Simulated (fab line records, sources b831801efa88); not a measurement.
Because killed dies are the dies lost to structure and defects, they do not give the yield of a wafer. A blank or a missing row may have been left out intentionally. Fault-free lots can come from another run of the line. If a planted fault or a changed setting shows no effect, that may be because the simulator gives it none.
What tool caused it? :: flow gf180mcu :: Sampling: 24 lots, 72 wafers, 6 of 602 route steps

## WHAT EACH GAUGE READ, for each wafer
GF_V1_OVL_MEAS_15. Usual: V1_OVL gives 1 nm (standard deviation 5.1).
lot: L074
measured: day 18 05:46
on: overlay-02
V1_OVL (nm): -5 -6 1
flag: 

lot: L075
measured: day 18 09:26
on: overlay-01
V1_OVL (nm): 8 1 6
flag: 

lot: L076
measured: day 18 18:26
on: overlay-02
V1_OVL (nm): -1 8 2
flag: 

lot: L077
measured: day 19 04:26
on: overlay-02
V1_OVL (nm): -4 -10 -3
flag: 

lot: L078
measured: day 19 11:26
on: overlay-01
V1_OVL (nm): -1 -1 6
flag: 

lot: L079
measured: day 19 21:27
on: overlay-02
V1_OVL (nm): 4 6 0
flag: 

lot: L080
measured: day 20 10:56
on: overlay-01
V1_OVL (nm): -5 9 0
flag: 

lot: L081
measured: day 20 20:41
on: overlay-02
V1_OVL (nm): -3 -7 2
flag: 

lot: L082
measured: day 21 04:40
on: overlay-01
V1_OVL (nm): -2 -2 4
flag: 

lot: L083
measured: day 22 03:05
on: overlay-01
V1_OVL (nm): 2 7 4
flag: 

lot: L084
measured: day 22 10:21
on: overlay-02
V1_OVL (nm): 2 -2 -3
flag: 

lot: L085
measured: day 22 14:27
on: overlay-02
V1_OVL (nm): -3 -2 7
flag: 

lot: L086
measured: day 22 23:35
on: overlay-01
V1_OVL (nm): -3 -1 -4
flag: 

lot: L087
measured: day 23 06:49
on: overlay-02
V1_OVL (nm): -6 -1 -1
flag: 

lot: L088
measured: day 23 07:29
on: overlay-02
V1_OVL (nm): -7 1 -3
flag: 

lot: L089
measured: day 23 21:09
on: overlay-02
V1_OVL (nm): -5 2 0
flag: 

lot: L090
measured: day 24 08:43
on: overlay-02
V1_OVL (nm): -2 -3 -10
flag: 

lot: L091
measured: day 24 10:24
on: overlay-02
V1_OVL (nm): -1 5 -3
flag: 

lot: L092
measured: day 24 16:05
on: overlay-01
V1_OVL (nm): 6 6 8
flag: 

lot: L093
measured: day 24 21:41
on: overlay-02
V1_OVL (nm): 11 2 1
flag: 

lot: L094
measured: day 25 03:41
on: overlay-01
V1_OVL (nm): 11 6 4
flag: 

lot: L095
measured: day 25 12:43
on: overlay-02
V1_OVL (nm): -3 10 -4
flag: 

lot: L096
measured: day 25 18:36
on: overlay-01
V1_OVL (nm): 2 -1 -2
flag: 

lot: L097
measured: day 26 05:53
on: overlay-02
V1_OVL (nm): 0 1 5
flag: 

GF_V2_RS_MEAS_24: the measuring method here is four-point-probe. Usual: V2_W_RS gives 0.326 ohm/sq (standard deviation 0.0076).
lot: L074
measured: day 20 10:29
on: film metro-03
V2_W_RS (ohm/sq): 0.320 0.320 0.331
flag: 

lot: L075
measured: day 20 13:59
on: film metro-02
V2_W_RS (ohm/sq): 0.324 0.323 0.311
flag: 

lot: L076
measured: day 20 22:53
on: film metro-02
V2_W_RS (ohm/sq): 0.332 0.331 0.327
flag: 

lot: L077
measured: day 21 07:35
on: film metro-03
V2_W_RS (ohm/sq): 0.329 0.331 0.331
flag: 

lot: L078
measured: day 21 16:15
on: film metro-01
V2_W_RS (ohm/sq): 0.334 0.336 0.333
flag: 

lot: L079
measured: day 22 01:53
on: film metro-02
V2_W_RS (ohm/sq): 0.317 0.318 0.327
flag: 

lot: L080
measured: day 22 15:00
on: film metro-02
V2_W_RS (ohm/sq): 0.331 0.332 0.327
flag: 

lot: L081
measured: day 23 00:08
on: film metro-02
V2_W_RS (ohm/sq): 0.334 0.333 0.334
flag: 

lot: L082
measured: day 23 07:29
on: film metro-02
V2_W_RS (ohm/sq): 0.316 0.314 0.327
flag: 

lot: L083
measured: day 24 03:56
on: film metro-02
V2_W_RS (ohm/sq): 0.321 0.315 0.326
flag: 

lot: L084
measured: day 24 10:50
on: film metro-01
V2_W_RS (ohm/sq): 0.328 0.328 0.331
flag: 

lot: L085
measured: day 24 15:31
on: film metro-03
V2_W_RS (ohm/sq): 0.328 0.334 0.333
flag: 

lot: L086
measured: day 25 00:20
on: film metro-02
V2_W_RS (ohm/sq): 0.330 0.313 0.330
flag: 

lot: L087
measured: day 25 07:26
on: film metro-01
V2_W_RS (ohm/sq): 0.315 0.315 0.315
flag: 

lot: L088
measured: day 25 07:32
on: film metro-03
V2_W_RS (ohm/sq): 0.338 0.337 0.337
flag: 

lot: L089
measured: day 25 20:22
on: film metro-03
V2_W_RS (ohm/sq): 0.334 0.332 0.331
flag: 

lot: L090
measured: day 26 07:37
on: film metro-03
V2_W_RS (ohm/sq): 0.331 0.335 0.325
flag: 

lot: L091
measured: day 26 08:34
on: film metro-02
V2_W_RS (ohm/sq): 0.321 0.332 0.318
flag: 

lot: L092
measured: day 26 14:16
on: film metro-03
V2_W_RS (ohm/sq): 0.323 0.306 0.321
flag: 

lot: L093
measured: day 26 20:17
on: film metro-02
V2_W_RS (ohm/sq): 0.329 0.312 0.318
flag: 

lot: L094
measured: day 27 01:57
on: film metro-01
V2_W_RS (ohm/sq): 0.332 0.328 0.334
flag: 

lot: L095
measured: day 27 10:20
on: film metro-02
V2_W_RS (ohm/sq): 0.323 0.313 0.326
flag: 

lot: L096
measured: day 27 14:55
on: film metro-03
V2_W_RS (ohm/sq): 0.331 0.331 0.330
flag: 

lot: L097
measured: day 28 02:13
on: film metro-02
V2_W_RS (ohm/sq): 0.328 0.315 0.328
flag: 

GF_V3_THK_MEAS_01. Usual: V3_CVD_00_THK gives 599 nm (standard deviation 6.5).
lot: L074
measured: day 21 12:08
on: film metro-04
V3_CVD_00_THK (nm): 605 597 608
flag: 

lot: L075
measured: day 21 15:26
on: film metro-01
V3_CVD_00_THK (nm): 608 597 605
flag: 

lot: L076
measured: day 22 00:26
on: film metro-04
V3_CVD_00_THK (nm): 605 598 606
flag: 

lot: L077
measured: day 22 08:52
on: film metro-02
V3_CVD_00_THK (nm): 601 594 605
flag: 

lot: L078
measured: day 22 19:38
on: film metro-04
V3_CVD_00_THK (nm): 586 598 584
flag: 

lot: L079
measured: day 23 02:21
on: film metro-01
V3_CVD_00_THK (nm): 599 592 603
flag: 

lot: L080
measured: day 23 16:07
on: film metro-04
V3_CVD_00_THK (nm): 603 609 606
flag: 

lot: L081
measured: day 23 23:42
on: film metro-02
V3_CVD_00_THK (nm): 605 607 604
flag: 

lot: L082
measured: day 24 07:27
on: film metro-04
V3_CVD_00_THK (nm): 602 594 599
flag: 

lot: L083
measured: day 25 03:01
on: film metro-04
V3_CVD_00_THK (nm): 589 602 598
flag: 

lot: L084
measured: day 25 09:38
on: film metro-01
V3_CVD_00_THK (nm): 583 586 586
flag: 

lot: L085
measured: day 25 14:44
on: film metro-04
V3_CVD_00_THK (nm): 599 601 601
flag: 

lot: L086
measured: day 25 23:29
on: film metro-01
V3_CVD_00_THK (nm): 608 606 602
flag: 

lot: L087
measured: day 26 05:46
on: film metro-02
V3_CVD_00_THK (nm): 593 598 588
flag: 

lot: L088
measured: day 26 06:07
on: film metro-01
V3_CVD_00_THK (nm): 601 605 605
flag: 

lot: L089
measured: day 26 18:21
on: film metro-04
V3_CVD_00_THK (nm): 597 593 594
flag: 

lot: L090
measured: day 27 05:11
on: film metro-02
V3_CVD_00_THK (nm): 599 598 596
flag: 

lot: L091
measured: day 27 06:39
on: film metro-01
V3_CVD_00_THK (nm): 602 602 603
flag: 

lot: L092
measured: day 27 11:44
on: film metro-04
V3_CVD_00_THK (nm): 590 588 589
flag: 

lot: L093
measured: day 27 18:13
on: film metro-01
V3_CVD_00_THK (nm): 598 599 595
flag: 

lot: L094
measured: day 27 23:43
on: film metro-01
V3_CVD_00_THK (nm): 595 598 594
flag: 

lot: L095
measured: day 28 07:02
on: film metro-02
V3_CVD_00_THK (nm): 609 598 606
flag: 

lot: L096
measured: day 28 12:16
on: film metro-02
V3_CVD_00_THK (nm): 594 604 597
flag: 

lot: L097
measured: day 28 22:50
on: film metro-01
V3_CVD_00_THK (nm): 607 599 613
flag: 

## TOOL THAT RAN EACH LOT (tool first, then ch and the chambers of the sampled wafers, then the start)
lot: L074
GF_CONTACT_SPUTTER_22: pvd sputter-03, day 16 05:36
GF_V2_ETCH_17: rie diel-03 ch 0,1,2, day 20 10:29 or earlier
GF_M3_SPUTTER_04: pvd sputter-02, day 20 11:09

lot: L075
GF_CONTACT_SPUTTER_22: pvd sputter-01, day 16 09:04
GF_V2_ETCH_17: rie diel-01 ch 0,1,3, day 20 13:59 or earlier
GF_M3_SPUTTER_04: pvd sputter-04, day 20 14:39

lot: L076
GF_CONTACT_SPUTTER_22: pvd sputter-02, day 16 17:36
GF_V2_ETCH_17: rie diel-01 ch 0,1,3, day 20 22:53 or earlier
GF_M3_SPUTTER_04: pvd sputter-02, day 20 23:33

lot: L077
GF_CONTACT_SPUTTER_22: pvd sputter-02, day 17 03:32
GF_V2_ETCH_17: rie diel-02 ch 0,1, day 21 07:35 or earlier
GF_M3_SPUTTER_04: pvd sputter-03, day 21 08:13

lot: L078
GF_CONTACT_SPUTTER_22: pvd sputter-02, day 17 10:08
GF_V2_ETCH_17: rie diel-01 ch 2,3, day 21 16:15 or earlier
GF_M3_SPUTTER_04: pvd sputter-02, day 21 19:24

lot: L079
GF_CONTACT_SPUTTER_22: pvd sputter-02, day 17 18:38
GF_V2_ETCH_17: rie diel-03 ch 0,2,3, day 22 01:53 or earlier
GF_M3_SPUTTER_04: pvd sputter-04, day 22 02:29

lot: L080
GF_CONTACT_SPUTTER_22: pvd sputter-02, day 18 08:34
GF_V2_ETCH_17: rie diel-02 ch 1,2,3, day 22 15:00 or earlier
GF_M3_SPUTTER_04: pvd sputter-02, day 22 15:40

lot: L081
GF_CONTACT_SPUTTER_22: pvd sputter-01, day 18 17:15
GF_V2_ETCH_17: rie diel-01 ch 2,3, day 23 00:08 or earlier
GF_M3_SPUTTER_04: pvd sputter-03, day 23 00:46

lot: L082
GF_CONTACT_SPUTTER_22: pvd sputter-02, day 19 01:35
GF_V2_ETCH_17: rie diel-03 ch 1,2,3, day 23 07:29 or earlier
GF_M3_SPUTTER_04: pvd sputter-02, day 23 08:08

lot: L083
GF_CONTACT_SPUTTER_22: pvd sputter-02, day 20 01:01
GF_V2_ETCH_17: rie diel-01 ch 0,1,3, day 24 03:56 or earlier
GF_M3_SPUTTER_04: pvd sputter-04, day 24 04:36

lot: L084
GF_CONTACT_SPUTTER_22: pvd sputter-02, day 20 08:59
GF_V2_ETCH_17: rie diel-02 ch 2,3, day 24 10:50 or earlier
GF_M3_SPUTTER_04: pvd sputter-03, day 24 11:28

lot: L085
GF_CONTACT_SPUTTER_22: pvd sputter-02, day 20 13:14
GF_V2_ETCH_17: rie diel-03 ch 0,1,3, day 24 15:31 or earlier
GF_M3_SPUTTER_04: pvd sputter-04, day 24 16:11

lot: L086
GF_CONTACT_SPUTTER_22: pvd sputter-03, day 20 21:59
GF_V2_ETCH_17: rie diel-03 ch 0,2, day 25 00:20 or earlier
GF_M3_SPUTTER_04: pvd sputter-04, day 25 00:59

lot: L087
GF_CONTACT_SPUTTER_22: pvd sputter-02, day 21 05:32
GF_V2_ETCH_17: rie diel-03 ch 1,2, day 25 07:26 or earlier
GF_M3_SPUTTER_04: pvd sputter-03, day 25 08:05

lot: L088
GF_CONTACT_SPUTTER_22: pvd sputter-02, day 21 06:29
GF_V2_ETCH_17: rie diel-01 ch 0,1,2, day 25 07:32 or earlier
GF_M3_SPUTTER_04: pvd sputter-02, day 25 08:11

lot: L089
GF_CONTACT_SPUTTER_22: pvd sputter-01, day 21 19:53
GF_V2_ETCH_17: rie diel-03 ch 0,2,3, day 25 20:22 or earlier
GF_M3_SPUTTER_04: pvd sputter-02, day 25 20:58

lot: L090
GF_CONTACT_SPUTTER_22: pvd sputter-01, day 22 08:14
GF_V2_ETCH_17: rie diel-03 ch 0,2,3, day 26 07:37 or earlier
GF_M3_SPUTTER_04: pvd sputter-03, day 26 08:15

lot: L091
GF_CONTACT_SPUTTER_22: pvd sputter-01, day 22 11:05
GF_V2_ETCH_17: rie diel-02 ch 0,1,3, day 26 08:34 or earlier
GF_M3_SPUTTER_04: pvd sputter-02, day 26 09:10

lot: L092
GF_CONTACT_SPUTTER_22: pvd sputter-03, day 22 16:32
GF_V2_ETCH_17: rie diel-02 ch 0,1,2, day 26 14:16 or earlier
GF_M3_SPUTTER_04: pvd sputter-02, day 26 14:55

lot: L093
GF_CONTACT_SPUTTER_22: pvd sputter-01, day 22 22:41
GF_V2_ETCH_17: rie diel-01 ch 1,2,3, day 26 20:17 or earlier
GF_M3_SPUTTER_04: pvd sputter-04, day 26 20:57

lot: L094
GF_CONTACT_SPUTTER_22: pvd sputter-01, day 23 05:11
GF_V2_ETCH_17: rie diel-03 ch 0,1,3, day 27 01:57 or earlier
GF_M3_SPUTTER_04: pvd sputter-03, day 27 02:37

lot: L095
GF_CONTACT_SPUTTER_22: pvd sputter-02, day 23 14:03
GF_V2_ETCH_17: rie diel-02 ch 1,2,3, day 27 10:20 or earlier
GF_M3_SPUTTER_04: pvd sputter-04, day 27 11:00

lot: L096
GF_CONTACT_SPUTTER_22: pvd sputter-02, day 23 20:51
GF_V2_ETCH_17: rie diel-02 ch 0,1,2, day 27 14:55 or earlier
GF_M3_SPUTTER_04: pvd sputter-04, day 27 15:33

lot: L097
GF_CONTACT_SPUTTER_22: pvd sputter-02, day 24 08:08
GF_V2_ETCH_17: rie diel-03 ch 1,2, day 28 02:13 or earlier
GF_M3_SPUTTER_04: pvd sputter-03, day 28 02:52
- GF_CONTACT_SPUTTER_22: material Ti, target thk 15 nm, time 80.02 s.
- GF_V2_ETCH_17: etches SiO2 in C4F8/O2/Ar, stops on TiN, target depth 630 nm.
- GF_M3_SPUTTER_04: material TiN, target thk 50 nm, time 41.7 s.

## AS READ BY THE TOOLS THEMSELVES (means over the sampled wafers that have a number; for cases with no such wafer, the mark the record gives instead)
GF_CONTACT_SPUTTER_22. Usual: 30.2 % for throttle valve pct, sd 1.1.
lot: L074
tool: pvd sputter-03
throttle valve pct (%): 31.7
flag: 

lot: L075
tool: pvd sputter-01
throttle valve pct (%): 29.2
flag: 

lot: L076
tool: pvd sputter-02
throttle valve pct (%): 30.2
flag: 

lot: L077
tool: pvd sputter-02
throttle valve pct (%): 30.9
flag: 

lot: L078
tool: pvd sputter-02
throttle valve pct (%): 30.2
flag: 

lot: L079
tool: pvd sputter-02
throttle valve pct (%): 30.2
flag: 

lot: L080
tool: pvd sputter-02
throttle valve pct (%): 30.0
flag: 

lot: L081
tool: pvd sputter-01
throttle valve pct (%): 29.1
flag: 

lot: L082
tool: pvd sputter-02
throttle valve pct (%): 31.2
flag: 

lot: L083
tool: pvd sputter-02
throttle valve pct (%): 31.3
flag: 

lot: L084
tool: pvd sputter-02
throttle valve pct (%): 30.4
flag: 

lot: L085
tool: pvd sputter-02
throttle valve pct (%): 30.8
flag: 

lot: L086
tool: pvd sputter-03
throttle valve pct (%): 30.4
flag: 

lot: L087
tool: pvd sputter-02
throttle valve pct (%): 30.8
flag: 

lot: L088
tool: pvd sputter-02
throttle valve pct (%): 31.0
flag: 

lot: L089
tool: pvd sputter-01
throttle valve pct (%): 29.6
flag: 

lot: L090
tool: pvd sputter-01
throttle valve pct (%): 29.5
flag: 

lot: L091
tool: pvd sputter-01
throttle valve pct (%): 29.6
flag: 

lot: L092
tool: pvd sputter-03
throttle valve pct (%): 29.6
flag: 

lot: L093
tool: pvd sputter-01
throttle valve pct (%): 29.4
flag: 

lot: L094
tool: pvd sputter-01
throttle valve pct (%): 29.6
flag: 

lot: L095
tool: pvd sputter-02
throttle valve pct (%): 30.4
flag: 

lot: L096
tool: pvd sputter-02
throttle valve pct (%): 30.2
flag: 

lot: L097
tool: pvd sputter-02
throttle valve pct (%): 30.6
flag: 

GF_V2_ETCH_17. Usual: 0.855 a.u. for oes product au, sd 0.0044.
lot: L074
tool: rie diel-03
oes product au (a.u.): 0.857
flag: 

lot: L075
tool: rie diel-01
oes product au (a.u.): 0.857
flag: 

lot: L076
tool: rie diel-01
oes product au (a.u.): 0.852
flag: 

lot: L077
tool: rie diel-02
oes product au (a.u.): 0.857
flag: 

lot: L078
tool: rie diel-01
oes product au (a.u.): 0.853
flag: 

lot: L079
tool: rie diel-03
oes product au (a.u.): 0.859
flag: 

lot: L080
tool: rie diel-02
oes product au (a.u.): 0.854
flag: 

lot: L081
tool: rie diel-01
oes product au (a.u.): 0.858
flag: 

lot: L082
tool: rie diel-03
oes product au (a.u.): 0.852
flag: 

lot: L083
tool: rie diel-01
oes product au (a.u.): 0.856
flag: 

lot: L084
tool: rie diel-02
oes product au (a.u.): 0.854
flag: 

lot: L085
tool: rie diel-03
oes product au (a.u.): 0.851
flag: 

lot: L086
tool: rie diel-03
oes product au (a.u.): 0.852
flag: 

lot: L087
tool: rie diel-03
oes product au (a.u.): 0.854
flag: 

lot: L088
tool: rie diel-01
oes product au (a.u.): 0.857
flag: 

lot: L089
tool: rie diel-03
oes product au (a.u.): 0.853
flag: 

lot: L090
tool: rie diel-03
oes product au (a.u.): 0.855
flag: 

lot: L091
tool: rie diel-02
oes product au (a.u.): 0.855
flag: 

lot: L092
tool: rie diel-02
oes product au (a.u.): 0.856
flag: 

lot: L093
tool: rie diel-01
oes product au (a.u.): 0.858
flag: 

lot: L094
tool: rie diel-03
oes product au (a.u.): 0.855
flag: 

lot: L095
tool: rie diel-02
oes product au (a.u.): 0.853
flag: 

lot: L096
tool: rie diel-02
oes product au (a.u.): 0.855
flag: 

lot: L097
tool: rie diel-03
oes product au (a.u.): 0.859
flag: 

GF_M3_SPUTTER_04. Usual: 30.3 % for throttle valve pct, sd 1.2.
lot: L074
tool: pvd sputter-02
throttle valve pct (%): 30.2
flag: 

lot: L075
tool: pvd sputter-04
throttle valve pct (%): 30.1
flag: 

lot: L076
tool: pvd sputter-02
throttle valve pct (%): 30.8
flag: 

lot: L077
tool: pvd sputter-03
throttle valve pct (%): 28.3
flag: 

lot: L078
tool: pvd sputter-02
throttle valve pct (%): 31.3
flag: 

lot: L079
tool: pvd sputter-04
throttle valve pct (%): 29.8
flag: 

lot: L080
tool: pvd sputter-02
throttle valve pct (%): 30.9
flag: 

lot: L081
tool: pvd sputter-03
throttle valve pct (%): 30.3
flag: 

lot: L082
tool: pvd sputter-02
throttle valve pct (%): 30.2
flag: 

lot: L083
tool: pvd sputter-04
throttle valve pct (%): 30.2
flag: 

lot: L084
tool: pvd sputter-03
throttle valve pct (%): 29.6
flag: 

lot: L085
tool: pvd sputter-04
throttle valve pct (%): 30.3
flag: 

lot: L086
tool: pvd sputter-04
throttle valve pct (%): 30.3
flag: 

lot: L087
tool: pvd sputter-03
throttle valve pct (%): 29.3
flag: 

lot: L088
tool: pvd sputter-02
throttle valve pct (%): 30.8
flag: 

lot: L089
tool: pvd sputter-02
throttle valve pct (%): 30.2
flag: 

lot: L090
tool: pvd sputter-03
throttle valve pct (%): 29.5
flag: 

lot: L091
tool: pvd sputter-02
throttle valve pct (%): 30.2
flag: 

lot: L092
tool: pvd sputter-02
throttle valve pct (%): 30.7
flag: 

lot: L093
tool: pvd sputter-04
throttle valve pct (%): 30.0
flag: 

lot: L094
tool: pvd sputter-03
throttle valve pct (%): 29.4
flag: 

lot: L095
tool: pvd sputter-04
throttle valve pct (%): 30.4
flag: 

lot: L096
tool: pvd sputter-04
throttle valve pct (%): 30.2
flag: 

lot: L097
tool: pvd sputter-03
throttle valve pct (%): 29.0
flag: 

## THE ANSWER, worked out from the rows above alone
Rule: lot off if the mean of its wafers having a number is beyond 3 standard deviations from the usual mean. A lot without any number at a reading at which 4 lots or more have one is off too. Any other lot the step has rows for is counted as sound. After the gauges, taken in route order, come the tools' own readings; for these a lot's mean is taken, as printed above. At the first step where some lot is off, the reading lying furthest off is the one used; lots without a number count as furthest.
Nothing can be told from this: no lot is off at any reading shown.

## WHAT THE SIMULATOR PUT IN
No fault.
